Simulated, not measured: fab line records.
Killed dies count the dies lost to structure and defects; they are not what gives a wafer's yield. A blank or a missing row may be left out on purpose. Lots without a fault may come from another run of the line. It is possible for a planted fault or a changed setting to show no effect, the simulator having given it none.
fab line records	flow sky130
record: lots: 6	wafers: 18	lastDay: 50
route steps=708 shown PWDE@54 NWELL@56 PAD_OPEN@708
lots that met no fault: from a run of the same line without faults
startH: start of the lot's first displayed wafer, in hours after the record's first day	waitH: hours from the lot's prior step to this one	" repeats the value in the row above	L1.1+2: a row that stands for several wafers	- value missing, or start not given	* or withheld: withheld	< > ~ a bound
route shown NAME@n: NAME is a module with steps in the file, n the number in the route of the first one	usual: mean/standard deviation taken from wafers without a fault	same: alike in all rows	chamber/n: place in a boat	sites: per-site readings	_std_site: the values' standard deviation	_edge_site: the outer-site mean with the inner-site mean subtracted	radiusMm: how far each site lies from the wafer's centre	mask NAME#n: copy n	behind: the most recent tool/chamber to have shaped the wafer	hold: the reason the lot was held/the length of the hold in hours/how it ended	device: which transistor (n, p or np) failed to switch	end of line: the same wafers' tests at the end of the route	a step without rows: its recipe alone	killed: at the first sort, the dies lost to defects and structure; wafer yield is something else	map: dies across one wafer; x = killed, . = not, _ = none there
set.NAME: the setting as run; set.NAME@STEP: as run at that earlier step	model.NAME: the simulator's own value behind a step, which no gauge read
a table for each step, a row for each wafer; lots at some steps of the route
services: the hour from which a tool's chamber was out of use, counted from the record's first day as startH (under 0 if before that day), plus the number of hours and why
== steps ==
step: SKY_PWDE_STRIP_09
recipe: chemistry: O2/N2	powerW: 1400	pressureMtorr: 1500	platenTempC: withheld	o2FlowSccm: 3000	n2FlowSccm: 300	overashFraction: 0.5
usual: drypumpMotorCurrentA: 6.2/0.42	n2FlowSccm: 300.0/0.76	oesProductAu: 0.723/0.0048	stripTimeToEndpointS: 36.87/0.088
lot.wafer	tool	chamber	startH	waitH	drypumpMotorCurrentA	n2FlowSccm	oesProductAu	rfHoursCounterH	stripTimeToEndpointS
L735.1	plasmaAsher-01	0	82.65	0.1	5.0	299.1	0.725	40	36.75
L735.3	"	1	"	"	6.4	300.2	0.730	-	36.68
L735.5	"	1	"	"	6.4	300.4	0.724	-	36.86
L736.1	plasmaAsher-02	1	84.90	0.1	6.0	300.7	0.727	27	36.87
L736.2	"	0	"	"	6.2	300.0	0.731	27	36.76
L736.3	"	0	"	"	6.1	301.4	0.731	-	36.96
L741.1	plasmaAsher-02	0	116.10	0.1	6.2	301.2	0.729	31	36.96
L741.2	"	1	"	"	6.0	299.8	0.716	31	36.93
L741.3	"	0	"	"	6.2	301.0	0.721	-	36.89
L742.4	plasmaAsher-03	0	119.84	0.1	6.6	299.2	0.725	-	36.79
L742.5	"	1	"	"	6.3	300.4	0.719	-	36.74
L742.6	"	0	"	"	6.6	300.1	0.722	-	36.96
L744.1	plasmaAsher-03	1	128.95	0.1	6.3	298.9	0.720	44	36.83
L744.2	"	0	"	"	6.6	299.7	0.723	44	36.67
L744.4	"	0	"	"	6.6	299.8	0.724	-	36.84
L756.2	plasmaAsher-03	1	201.85	0.1	6.3	301.4	0.721	51	36.79
L756.3	"	1	"	"	6.3	300.1	0.714	-	36.68
L756.6	"	1	"	"	6.3	298.5	0.724	-	36.87
step: SKY_PWDE_TW_MEAS_10
usual: PWDE_TW: 368.6/1.9
lot.wafer	tool	chamber	startH	waitH	PWDE_TW
L735.1	filmMetro-02	-	82.75	0.1	368.1
L735.3	"	-	"	"	366.3
L735.5	"	-	"	"	370.9
L736.1	filmMetro-04	-	85.00	0.1	369.9
L736.2	"	-	"	"	369.8
L736.3	"	-	"	"	368.5
L741.1	filmMetro-04	-	116.20	0.1	369.7
L741.2	"	-	"	"	369.8
L741.3	"	-	"	"	370.5
L742.4	filmMetro-04	-	119.94	0.1	368.0
L742.5	"	-	"	"	370.4
L742.6	"	-	"	"	372.1
L744.1	filmMetro-02	-	129.05	0.1	366.9
L744.2	"	-	"	"	367.9
L744.4	"	-	"	"	368.8
L756.2	filmMetro-03	-	201.96	0.1	365.7
L756.3	"	-	"	"	366.7
L756.6	"	-	"	"	367.2
step: SKY_NWELL_DEHYDRATE_03
recipe: tempC: 200	timeS: 60
step: SKY_NWELL_HMDS_04
recipe: primeTimeS: 60	primeTempC: 120
step: SKY_NWELL_COAT_05
recipe: spinRpm: 2000	resistThkNm: 2947
step: SKY_NWELL_SOFTBAKE_06
recipe: tempC: 110	timeS: withheld
step: SKY_NWELL_EXPOSE_07
recipe: maskId: NWM	na: 0.6	sourceShape: conventional	sigmaOuter: 0.6	polarization: unpolarized	targetCdNm: 840	doseMj: 255
step: SKY_NWELL_PEB_08
recipe: tempC: 115	timeS: withheld
step: SKY_NWELL_DEVELOP_09
recipe: wallAngleDeg: 90	developer: TMAH	developTimeS: 60	devTempC: 23
step: SKY_NWELL_OVL_MEAS_10
usual: NWELL_00_OVL: 0.3/1.6
lot.wafer	tool	chamber	startH	waitH	NWELL_00_OVL[nm]
L735.1	overlay-01	-	99.97	-	-1.3
L735.3	"	-	"	"	-1.6
L735.5	"	-	"	"	-3.5
L736.1	overlay-01	-	102.42	-	2.3
L736.2	"	-	"	"	1.9
L736.3	"	-	"	"	2.7
L741.1	overlay-01	-	134.37	-	-2.0
L741.2	"	-	"	"	-0.3
L741.3	"	-	"	"	-0.6
L742.4	overlay-02	-	139.09	-	3.3
L742.5	"	-	"	"	2.7
L742.6	"	-	"	"	2.9
L744.1	overlay-01	-	148.27	-	0.8
L744.2	"	-	"	"	-2.0
L744.4	"	-	"	"	-1.0
L756.2	overlay-02	-	223.28	-	2.2
L756.3	"	-	"	"	2.2
L756.6	"	-	"	"	1.4
step: SKY_NWELL_IMPLANT_11
recipe: species: P	energyKev: 400	doseCm2: 1.9e+13	tiltDeg: withheld
step: SKY_NWELL_IMPLANT_12
recipe: species: P	energyKev: 120	doseCm2: 1.3e+12	tiltDeg: withheld
step: SKY_NWELL_IMPLANT_13
recipe: species: P	energyKev: 50	doseCm2: 7e+11	tiltDeg: withheld
usual: doseIonsCm2: 7e+11/7e+08	faradayCurrentUA: 3.96/0.08
lot.wafer	tool	chamber	startH	waitH	doseIonsCm2	faradayCurrentUA
L735.1	implanter-03	0	100.30	0.1	7e+11	4.03
L735.3	"	0	"	"	6.995e+11	4.02
L735.5	"	0	"	"	6.99e+11	4.02
L736.1	implanter-03	0	102.76	0.1	6.994e+11	4.04
L736.2	"	0	"	"	7e+11	3.93
L736.3	"	0	"	"	6.997e+11	4.02
L741.1	implanter-03	0	134.70	0.1	9.99e+11	5.44
L741.2	"	0	"	"	9.994e+11	5.60
L741.3	"	0	"	"	9.99e+11	5.55
L742.4	implanter-03	0	139.49	0.1	9.989e+11	5.68
L742.5	"	0	"	"	9.99e+11	5.47
L742.6	"	0	"	"	9.99e+11	5.64
L744.1	implanter-02	0	148.61	0.1	7.002e+11	3.97
L744.2	"	0	"	"	6.996e+11	3.90
L744.4	"	0	"	"	7e+11	3.95
L756.2	implanter-04	0	223.64	0.1	7.006e+11	3.86
L756.3	"	0	"	"	7.023e+11	3.94
L756.6	"	0	"	"	7.013e+11	4.00
step: SKY_NWELL_STRIP_14
recipe: chemistry: O2/N2	powerW: 1400	pressureMtorr: 1527	platenTempC: withheld	o2FlowSccm: 3000	n2FlowSccm: 300	overashFraction: 0.5
usual: drypumpMotorCurrentA: 6.0/0.58	n2FlowSccm: 299.9/0.91	oesProductAu: 0.724/0.0049	stripTimeToEndpointS: 36.18/0.077
lot.wafer	tool	chamber	startH	waitH	drypumpMotorCurrentA	n2FlowSccm	oesProductAu	rfHoursCounterH	stripTimeToEndpointS
L735.1	plasmaAsher-04	1	100.45	0.1	5.4	299.7	0.722	43	36.29
L735.3	"	0	"	"	5.5	299.5	0.732	-	36.18
L735.5	"	1	"	"	5.4	300.6	0.727	-	36.19
L736.1	plasmaAsher-03	0	102.91	0.1	6.6	299.8	0.721	41	36.25
L736.2	"	1	"	"	6.3	297.4	0.721	41	36.25
L736.3	"	0	"	"	6.6	299.8	0.729	-	36.13
L741.1	plasmaAsher-01	0	134.85	0.1	5.0	300.0	0.723	45	36.25
L741.2	"	1	"	"	6.4	298.2	0.721	45	36.17
L741.3	"	0	"	"	5.0	300.1	0.724	-	36.21
L742.4	plasmaAsher-03	1	139.59	0.1	6.3	299.5	0.723	-	36.18
L742.5	"	0	"	"	6.6	300.4	0.726	-	36.23
L742.6	"	1	"	"	6.4	300.7	0.728	-	36.22
L744.1	plasmaAsher-04	1	148.76	0.1	5.4	298.8	0.718	3	36.14
L744.2	"	0	"	"	5.5	298.8	0.719	3	36.22
L744.4	"	0	"	"	5.5	298.9	0.726	-	36.22
L756.2	plasmaAsher-04	0	223.76	0.1	5.5	301.1	0.732	11	36.09
L756.3	"	0	"	"	5.5	300.6	0.723	-	36.22
L756.6	"	0	"	"	5.5	301.3	0.720	-	36.22
step: SKY_NWELL_TW_MEAS_15
usual: NWELL_TW: 1798/8.6
lot.wafer	tool	chamber	startH	waitH	NWELL_TW
L735.1	filmMetro-02	-	100.55	0.1	1789
L735.3	"	-	"	"	1792
L735.5	"	-	"	"	1787
L736.1	filmMetro-03	-	103.01	0.1	1787
L736.2	"	-	"	"	1789
L736.3	"	-	"	"	1797
L741.1	filmMetro-04	-	134.95	0.1	1807
L741.2	"	-	"	"	1807
L741.3	"	-	"	"	1805
L742.4	filmMetro-04	-	139.69	0.1	1808
L742.5	"	-	"	"	1801
L742.6	"	-	"	"	1808
L744.1	filmMetro-02	-	148.86	0.1	1803
L744.2	"	-	"	"	1792
L744.4	"	-	"	"	1790
L756.2	filmMetro-02	-	223.87	0.1	1809
L756.3	"	-	"	"	1795
L756.6	"	-	"	"	1801
step: SKY_NWELL_DEHYDRATE_16
recipe: tempC: 200	timeS: 60
step: SKY_NWELL_HMDS_17
recipe: primeTimeS: 60	primeTempC: 120
step: SKY_NWELL_COAT_18
recipe: spinRpm: 2000	resistThkNm: 3000
step: SKY_NWELL_SOFTBAKE_19
recipe: tempC: 110	timeS: withheld
step: SKY_NWELL_EXPOSE_20
recipe: maskId: NWM_COMPLEMENT	na: 0.6	sourceShape: conventional	sigmaOuter: 0.6	polarization: unpolarized	targetCdNm: 840	doseMj: 260
step: SKY_NWELL_PEB_21
recipe: tempC: 115	timeS: withheld
step: SKY_NWELL_DEVELOP_22
recipe: wallAngleDeg: 90	developer: TMAH	developTimeS: 60	devTempC: 23
step: SKY_NWELL_OVL_MEAS_23
usual: NWELL_01_OVL: 0.9/1.5
lot.wafer	tool	chamber	startH	waitH	NWELL_01_OVL[nm]
L735.1	overlay-02	-	118.92	-	0.5
L735.3	"	-	"	"	0.8
L735.5	"	-	"	"	0.5
L736.1	overlay-01	-	121.12	-	1.2
L736.2	"	-	"	"	0.7
L736.3	"	-	"	"	0.8
L741.1	overlay-01	-	154.97	-	-1.4
L741.2	"	-	"	"	1.2
L741.3	"	-	"	"	0.7
L742.4	overlay-01	-	159.09	-	0.9
L742.5	"	-	"	"	0.4
L742.6	"	-	"	"	0.9
L744.1	overlay-01	-	168.77	-	3.0
L744.2	"	-	"	"	2.5
L744.4	"	-	"	"	1.3
L756.2	overlay-02	-	244.93	-	1.9
L756.3	"	-	"	"	1.3
L756.6	"	-	"	"	1.8
step: SKY_NWELL_IMPLANT_24
recipe: species: B	energyKev: 140	doseCm2: 9.2e+12	tiltDeg: withheld
step: SKY_NWELL_STRIP_25
recipe: chemistry: O2/N2	powerW: 1400	pressureMtorr: 1500	platenTempC: withheld	o2FlowSccm: 3000	n2FlowSccm: 300	overashFraction: 0.5
usual: drypumpMotorCurrentA: 5.9/0.61	n2FlowSccm: 300.0/0.83	oesProductAu: 0.723/0.0046	stripTimeToEndpointS: 36.93/0.11
lot.wafer	tool	chamber	startH	waitH	drypumpMotorCurrentA	n2FlowSccm	oesProductAu	rfHoursCounterH	stripTimeToEndpointS
L735.1	plasmaAsher-03	1	119.11	0.1	6.3	300.9	0.721	43	37.00
L735.3	"	1	"	"	6.3	300.9	0.734	-	37.10
L735.5	"	1	"	"	6.3	299.6	0.717	-	36.96
L736.1	plasmaAsher-04	1	121.30	0.1	5.4	299.7	0.724	0	37.07
L736.2	"	0	"	"	5.5	300.3	0.717	0	37.03
L736.3	"	1	"	"	5.4	299.4	0.721	-	37.18
L741.1	plasmaAsher-01	0	155.16	0.1	5.0	299.4	0.724	47	36.70
L741.2	"	1	"	"	6.4	300.6	0.723	47	36.75
L741.3	"	0	"	"	5.0	299.8	0.724	-	36.78
L742.4	plasmaAsher-01	0	159.29	0.1	4.9	300.7	0.723	-	36.94
L742.5	"	0	"	"	5.0	300.0	0.724	-	36.93
L742.6	"	1	"	"	6.4	300.1	0.726	-	37.00
L744.1	plasmaAsher-04	1	168.96	0.1	5.4	299.2	0.719	5	36.85
L744.2	"	0	"	"	5.5	300.1	0.733	5	36.89
L744.4	"	1	"	"	5.4	299.0	0.723	-	36.75
L756.2	plasmaAsher-01	1	245.11	0.1	6.4	301.4	0.724	56	36.90
L756.3	"	0	"	"	5.0	299.3	0.727	-	36.85
L756.6	"	0	"	"	4.9	300.2	0.731	-	36.90
step: SKY_NWELL_TW_MEAS_26
usual: NWELL_2_TW: 489/3
lot.wafer	tool	chamber	startH	waitH	NWELL_2_TW
L735.1	filmMetro-02	-	119.21	0.1	488
L735.3	"	-	"	"	492
L735.5	"	-	"	"	492
L736.1	filmMetro-04	-	121.40	0.1	491
L736.2	"	-	"	"	493
L736.3	"	-	"	"	490
L741.1	filmMetro-04	-	155.26	0.1	489
L741.2	"	-	"	"	488
L741.3	"	-	"	"	491
L742.4	filmMetro-03	-	159.38	0.1	482
L742.5	"	-	"	"	484
L742.6	"	-	"	"	484
L744.1	filmMetro-04	-	169.06	0.1	491
L744.2	"	-	"	"	489
L744.4	"	-	"	"	491
L756.2	filmMetro-03	-	245.22	0.1	487
L756.3	"	-	"	"	486
L756.6	"	-	"	"	490
step: SKY_NWELL_CLEAN_27
recipe: chemistry: SC1/SC2	mix: 1:4:20	tempC: 70	timeS: 150	dry: n2Spin
step: SKY_NWELL_RTA_28
recipe: tempC: 1050	timeS: 30	idleTempC: 650	rampUpCPerS: 150	rampDownCPerS: 90	ambient: N2
usual: lampPowerPct: 25.31/0.056	rampDownCPerS: 89.997/0.017	rampUpCPerS: 150.00/0.027	wafer_temp_C_max: 1054.9/1
lot.wafer	tool	chamber	startH	waitH	lampPowerPct	rampDownCPerS	rampUpCPerS	wafer_temp_C_max
L735.1	rtpAnneal-02	0	119.33	0.0	25.31	90.011	149.99	1053.2
L735.3	"	0	"	"	25.29	89.986	149.97	1053.9
L735.5	"	0	"	"	25.19	89.961	150.02	1053.2
L736.1	rtpAnneal-01	0	121.52	0.0	25.29	89.994	149.96	1055.9
L736.2	"	0	"	"	25.29	90.004	150.02	1053.3
L736.3	"	0	"	"	25.17	89.987	150.03	1053.4
L741.1	rtpAnneal-01	0	155.37	0.0	25.28	89.987	149.94	1057.4
L741.2	"	0	"	"	25.26	90.007	149.99	1056.0
L741.3	"	0	"	"	25.34	89.982	149.98	1055.1
L742.4	rtpAnneal-02	0	159.52	0.1	25.27	89.962	149.96	1057.1
L742.5	"	0	"	"	25.31	90.004	150.04	1054.0
L742.6	"	0	"	"	25.26	89.996	150.07	1054.5
L744.1	rtpAnneal-01	0	169.17	0.0	25.24	89.974	150.03	1053.9
L744.2	"	0	"	"	25.37	89.995	149.98	1055.7
L744.4	"	0	"	"	25.38	89.965	149.99	1056.1
L756.2	rtpAnneal-02	0	245.34	0.0	25.26	89.981	150.03	1054.7
L756.3	"	0	"	"	25.17	90.002	150.00	1055.8
L756.6	"	0	"	"	25.28	90.021	150.02	1054.5
step: SKY_NWELL_RS_MEAS_29
recipe: thkMeasGauge: four-point-probe
usual: NWELL_RS: 625.4/1.6
lot.wafer	tool	chamber	startH	waitH	NWELL_RS[ohm/sq]
L735.1	filmMetro-03	-	119.43	0.1	626.7
L735.3	"	-	"	"	628.1
L735.5	"	-	"	"	627.5
L736.1	filmMetro-03	-	121.62	0.1	624.9
L736.2	"	-	"	"	626.6
L736.3	"	-	"	"	625.4
L741.1	filmMetro-03	-	155.47	0.1	617.0
L741.2	"	-	"	"	616.1
L741.3	"	-	"	"	616.7
L742.4	filmMetro-04	-	159.63	0.1	617.0
L742.5	"	-	"	"	613.8
L742.6	"	-	"	"	616.5
L744.1	filmMetro-02	-	169.37	0.2	625.6
L744.2	"	-	"	"	625.5
L744.4	"	-	"	"	624.1
L756.2	filmMetro-02	-	245.44	0.1	627.2
L756.3	"	-	"	"	628.0
L756.6	"	-	"	"	625.4
step: SKY_PAD_OPEN_PROBE_99
usual: killed_at_M0_to_M3: 44/7.1	killed_at_M4_up: 3/1.6	killedAtContacts: 24/5.4	killedAtFrontEnd: 15/4.7	killedAtOther: 0.3/0.51	killedDies: 87/9.9	killedOpen: 48/7.6	killedShort: 39/6.3
same: grossDies: 492	killedAtBackSide: 0
lot.wafer	tool	chamber	startH	waitH	killed_at_M0_to_M3	killed_at_M4_up	killedAtContacts	killedAtFrontEnd	killedAtOther	killedDies	killedOpen	killedShort	model.etest.pfetG5v0d10v5.rOnOhmUm	model.etest.tip_p_5v.rsOhmSq	model.etest.pfetG5v0d10v5.driveUaUm	model.etest.pfet_01v8_lvt.driveUaUm	model.etest.pfet_01v8_lvt.offLog10AUm	model.etest.pfetG5v0d10v5.offLog10AUm	model.etest.ring_5v.delayPs	model.etest.pfetG5v0d10v5.vtSatV
L736.1	prober-02	-	1090.73	0.1	46	5	14	17	0	82	40	42	4770	2819	344.7	173.1	-8.982	-12.1	44.03	-0.6005
L736.2	prober-02	-	1090.78	0.1	56	3	25	17	0	101	67	34	4733	2824	346.6	171.2	-8.908	-11.99	44.27	-0.5872
L736.3	prober-02	-	1090.83	0.2	48	2	30	13	0	93	58	35	4772	2805	343.4	172.6	-8.879	-12.2	45.11	-0.6056
L735.1	prober-01	-	1092.58	0.1	45	2	21	13	0	81	41	40	4794	2867	334.3	174.2	-8.872	-12.29	44.75	-0.6138
L735.3	prober-01	-	1092.68	0.2	44	3	23	13	1	84	43	41	4791	2855	336	174.5	-8.991	-12.47	44.74	-0.63
L735.5	prober-01	-	1092.78	0.2	44	3	29	7	0	83	44	39	4756	2854	338.4	175.9	-8.923	-12.57	44.76	-0.6288
L741.1	prober-02	-	1129.53	0.1	39	3	27	12	0	81	39	42	4951	2946	322.5	162.9	-10.32	-13.58	45.74	-0.8092
L741.2	prober-02	-	1129.58	0.1	41	2	28	11	2	84	45	39	4933	2946	321.1	162.7	-10.19	-13.55	45.73	-0.8294
L741.3	prober-02	-	1129.63	0.2	43	3	27	20	0	93	45	48	4934	2950	326.8	164.2	-10.11	-13.51	45.33	-0.7945
L742.4	prober-01	-	1134.35	0.2	41	3	36	11	1	92	57	35	4891	2897	328.5	161.9	-10.22	-13.53	45.29	-0.7733
L742.5	prober-01	-	1134.40	0.2	53	6	32	11	0	102	46	56	4842	2918	334.9	162	-10.29	-13.61	44.93	-0.7626
L742.6	prober-01	-	1134.45	0.2	39	3	29	9	0	80	55	25	4898	2910	327.9	160	-10.37	-13.56	45.88	-0.7784
L744.1	prober-02	-	1137.99	0.1	49	5	25	18	0	97	54	43	4716	2844	341.7	171.1	-8.853	-12.91	45.24	-0.6635
L744.2	prober-02	-	1138.04	0.1	43	3	31	23	1	101	56	45	4708	2882	342.3	171.5	-8.931	-12.84	44.52	-0.6593
L744.4	prober-02	-	1138.14	0.2	59	1	29	11	1	101	53	48	4781	2858	341	171.1	-9.051	-12.68	44.76	-0.6567
L756.2	prober-02	-	1196.29	0.1	50	3	19	7	1	80	45	35	4694	2893	346.4	173.3	-9.339	-12.72	44.55	-0.652
L756.3	prober-02	-	1196.34	0.2	44	1	18	18	0	81	45	36	4682	2893	344	172.2	-9.115	-12.69	45.05	-0.6484
L756.6	prober-02	-	1196.49	0.2	48	5	38	12	0	103	51	52	4739	2876	343.3	174.7	-9.22	-12.94	44.64	-0.6635
killed by level:class
L736.1 METAL2:geometricParticle:short=9 VIA1:geometricParticle:open=9 POLY_GATE:geometricParticle:short=7 VIA3:geometricParticle:open=6 CONTACT:geometricParticle:open=5 VIA1:geometricParticle:short=5 VIA2:geometricParticle:open=5 METAL3:geometricParticle:short=4
L736.2 VIA1:geometricParticle:open=12 VIA3:geometricParticle:open=11 LI_CONTACT:geometricParticle:open=8 CONTACT:geometricParticle:open=8 VIA2:geometricParticle:open=8 METAL1:geometricParticle:short=6 FIELD_ISO:geometricParticle:open=5 POLY_GATE:geometricParticle:open=5
L736.3 VIA1:geometricParticle:open=12 LI_CONTACT:geometricParticle:open=11 CONTACT:geometricParticle:open=11 VIA2:geometricParticle:open=9 METAL1:geometricParticle:short=7 FIELD_ISO:geometricParticle:short=5 CONTACT:geometricParticle:short=5 VIA3:geometricParticle:open=5
L735.1 VIA1:geometricParticle:short=11 VIA1:geometricParticle:open=7 LI_CONTACT:geometricParticle:open=7 CONTACT:geometricParticle:open=6 VIA3:geometricParticle:open=6 METAL2:geometricParticle:short=5 VIA2:geometricParticle:open=5 VIA2:geometricParticle:short=5
L735.3 CONTACT:geometricParticle:open=9 VIA1:geometricParticle:open=8 VIA3:geometricParticle:open=7 VIA1:geometricParticle:short=7 METAL1:geometricParticle:short=6 CONTACT:geometricParticle:short=6 VIA2:geometricParticle:open=6 LI_CONTACT:geometricParticle:open=4
L735.5 CONTACT:geometricParticle:open=10 VIA1:geometricParticle:open=9 VIA3:geometricParticle:open=7 LOCAL_INTERCONNECT:geometricParticle:short=6 METAL2:geometricParticle:short=6 VIA2:geometricParticle:open=6 CONTACT:geometricParticle:short=5 METAL1:geometricParticle:short=5
L741.1 CONTACT:geometricParticle:open=11 VIA2:geometricParticle:open=10 CONTACT:geometricParticle:short=8 METAL2:geometricParticle:short=5 VIA1:geometricParticle:open=4 METAL1:geometricParticle:short=4 VIA1:geometricParticle:short=4 VIA2:geometricParticle:short=4
L741.2 VIA1:geometricParticle:open=9 LI_CONTACT:geometricParticle:open=8 CONTACT:geometricParticle:short=7 FIELD_ISO:geometricParticle:open=6 METAL1:geometricParticle:short=6 LOCAL_INTERCONNECT:geometricParticle:short=5 VIA2:geometricParticle:open=5 LI_CONTACT:geometricParticle:short=4
L741.3 LI_CONTACT:geometricParticle:open=9 METAL2:geometricParticle:short=8 CONTACT:geometricParticle:open=8 VIA1:geometricParticle:open=8 VIA3:geometricParticle:open=7 POLY_GATE:geometricParticle:short=6 POLY_GATE:geometricParticle:open=5 CONTACT:geometricParticle:short=5
L742.4 CONTACT:geometricParticle:open=15 VIA1:geometricParticle:open=11 LI_CONTACT:geometricParticle:open=9 VIA1:geometricParticle:short=8 VIA2:geometricParticle:open=6 METAL1:geometricParticle:short=5 LOCAL_INTERCONNECT:geometricParticle:short=4 CONTACT:geometricParticle:short=4
L742.5 VIA1:geometricParticle:open=15 CONTACT:geometricParticle:short=10 VIA1:geometricParticle:short=9 VIA2:geometricParticle:open=9 LI_CONTACT:geometricParticle:open=8 FIELD_ISO:geometricParticle:short=6 LOCAL_INTERCONNECT:geometricParticle:short=6 CONTACT:geometricParticle:open=6
L742.6 CONTACT:geometricParticle:open=11 VIA2:geometricParticle:open=10 METAL1:geometricParticle:short=7 LOCAL_INTERCONNECT:geometricParticle:open=6 LI_CONTACT:geometricParticle:open=5 VIA1:geometricParticle:open=5 VIA3:geometricParticle:open=5 CONTACT:geometricParticle:short=4
L744.1 VIA1:geometricParticle:open=12 POLY_GATE:geometricParticle:open=7 LI_CONTACT:geometricParticle:open=7 VIA2:geometricParticle:open=7 VIA3:geometricParticle:open=7 METAL2:geometricParticle:short=6 CONTACT:geometricParticle:short=6 CONTACT:geometricParticle:open=6
L744.2 VIA1:geometricParticle:open=16 CONTACT:geometricParticle:open=14 FIELD_ISO:geometricParticle:short=6 VIA1:geometricParticle:short=6 LI_CONTACT:geometricParticle:open=6 CONTACT:geometricParticle:short=6 FIELD_ISO:geometricParticle:open=5 POLY_GATE:geometricParticle:short=5
L744.4 VIA1:geometricParticle:open=15 VIA1:geometricParticle:short=12 LI_CONTACT:geometricParticle:open=9 CONTACT:geometricParticle:open=8 VIA3:geometricParticle:open=7 VIA2:geometricParticle:open=7 METAL2:geometricParticle:short=6 LOCAL_INTERCONNECT:geometricParticle:short=5
L756.2 LI_CONTACT:geometricParticle:open=9 METAL3:geometricParticle:short=9 VIA1:geometricParticle:open=9 VIA3:geometricParticle:open=7 METAL1:geometricParticle:short=6 CONTACT:geometricParticle:open=6 VIA2:geometricParticle:open=5 METAL1:geometricParticle:open=4
L756.3 METAL2:geometricParticle:short=10 VIA1:geometricParticle:open=10 LI_CONTACT:geometricParticle:open=7 CONTACT:geometricParticle:open=7 FIELD_ISO:geometricParticle:open=6 FIELD_ISO:geometricParticle:short=6 VIA3:geometricParticle:short=6 VIA2:geometricParticle:short=5
L756.6 CONTACT:geometricParticle:open=12 LI_CONTACT:geometricParticle:open=10 VIA1:geometricParticle:open=9 CONTACT:geometricParticle:short=8 METAL2:geometricParticle:short=8 METAL1:geometricParticle:short=7 POLY_GATE:geometricParticle:short=6 VIA2:geometricParticle:open=6
== services ==
tool	chamber	startH	hours	kind
implanter-02	-	60.51	4.0	repair
implanter-02	-	64.51	2.3	pm
rtpAnneal-02	-	65.11	3.3	pm
implanter-04	-	65.22	109.8	pm
plasmaAsher-02	-	71.83	0.4	repair
plasmaAsher-04	-	108.75	9.0	pm
plasmaAsher-04	0	108.75	9.0	ventCycle
plasmaAsher-04	1	108.75	9.0	ventCycle
plasmaAsher-04	0	117.75	-	clean
plasmaAsher-04	1	117.75	-	clean
plasmaAsher-04	-	135.79	0.5	repair
implanter-02	-	140.00	0.5	repair
plasmaAsher-02	-	154.43	6.0	repair
plasmaAsher-03	-	159.16	2.4	repair
rtpAnneal-01	-	178.78	9.0	pm
implanter-03	-	209.57	4.1	repair
plasmaAsher-01	-	214.94	1.9	repair
implanter-04	-	220.57	2.5	repair
implanter-03	-	233.65	4.3	pm
== key ==
firstSign: step: SKY_NWELL_IMPLANT_13	reading: doseIonsCm2	direction: up	sigmas: 99+	usual: *	struck: *
effect: step: SKY_NWELL_IMPLANT_13	reading: faradayCurrentUA	direction: up	sigmas: 20	usual: 3.96	struck: 5.56
effect: step: SKY_NWELL_RS_MEAS_29	reading: NWELL_RS	direction: down	sigmas: 5.9	usual: 625.4	struck: 616.2
modelEffect: step: SKY_PAD_OPEN_PROBE_99	value: etest.pfetG5v0d10v5.rOnOhmUm	without: 4737	struck: 4908
metAt SKY_NWELL_IMPLANT_13
struckWafers L741.1,L741.2,L741.3,L742.4,L742.5,L742.6
testerLeftOut L741,L742
onsetBetween 102.76 134.70
fault: kind: processParameterDrift	tool: implanter-03	chamber: -	onsetH: 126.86	steps: SKY_NWELL_IMPLANT_13	channel: doseCm2	offset: *	shape: step	endH: 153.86	actsIn: *	stated: *
testerLeftOut: of these lots the tester's yield and bins aren't shown, on N5 and GAA mostly nor the transistor test; their killed dies are dies lost to structure and defects alone, not to doping, threshold or leakage, so they don't give the yield
